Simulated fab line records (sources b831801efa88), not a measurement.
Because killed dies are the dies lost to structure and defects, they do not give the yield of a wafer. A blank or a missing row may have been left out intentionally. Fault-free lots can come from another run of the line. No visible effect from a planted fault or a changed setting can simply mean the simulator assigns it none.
Which tool did it? | flow sky130 | route of 708 steps, sampled at 1 step: 10 lots, 29 wafers

## WHAT THE GAUGES READ, wafer by wafer
SKY_VT_ADJUST_HVTP_CD_MEAS_07 targets a cd of 380 nm.
lot  | measured     | on        | cd_nm (nm)
L244 | day 6 04:01  | cd_sem-02 | 380.7 378.8 380.8
L245 | day 6 14:47  | cd_sem-01 | 381.3 381.7 381.1
L253 | day 8 14:28  | cd_sem-02 | 382.0 378.3
L257 | day 9 13:26  | cd_sem-02 | 370.7 371.7 373.9
L260 | day 10 09:56 | cd_sem-02 | 385.7 385.2 383.5
L263 | day 11 00:48 | cd_sem-01 | 379.1 377.8 380.2
L264 | day 11 10:16 | cd_sem-02 | 381.3 379.0 378.7
L265 | day 11 16:41 | cd_sem-01 | 378.6 380.5 379.8
L266 | day 11 21:19 | cd_sem-01 | 378.1 379.1 379.0
L267 | day 12 01:33 | cd_sem-01 | 376.3 377.2 375.4

## WHAT TOOL EACH LOT RAN ON (gives the tool, then ch and the chambers of the sampled wafers, and finally the start)
The record shows no process step preceding these readings.

## THE ANSWER, worked out from the rows above alone
Rule: usual is defined by the lots themselves. Put in order of their means at a reading, lots are off if they are a third of the lots or fewer, leave a main group of 4 or more, and stand apart from it by a gap of 3 or more times the standard deviation of the main group's means; of several such gaps the widest counts. A main group is skipped when, at the precision printed for the reading in the tables above, its means are all equal. Also off: a lot with no number at a reading for which 4 or more lots have one. The other lots that the step has rows for count as sound.
Nothing can be told from this: no lot is off at any reading shown.

## WHAT HAD BEEN PUT IN BY THE SIMULATOR
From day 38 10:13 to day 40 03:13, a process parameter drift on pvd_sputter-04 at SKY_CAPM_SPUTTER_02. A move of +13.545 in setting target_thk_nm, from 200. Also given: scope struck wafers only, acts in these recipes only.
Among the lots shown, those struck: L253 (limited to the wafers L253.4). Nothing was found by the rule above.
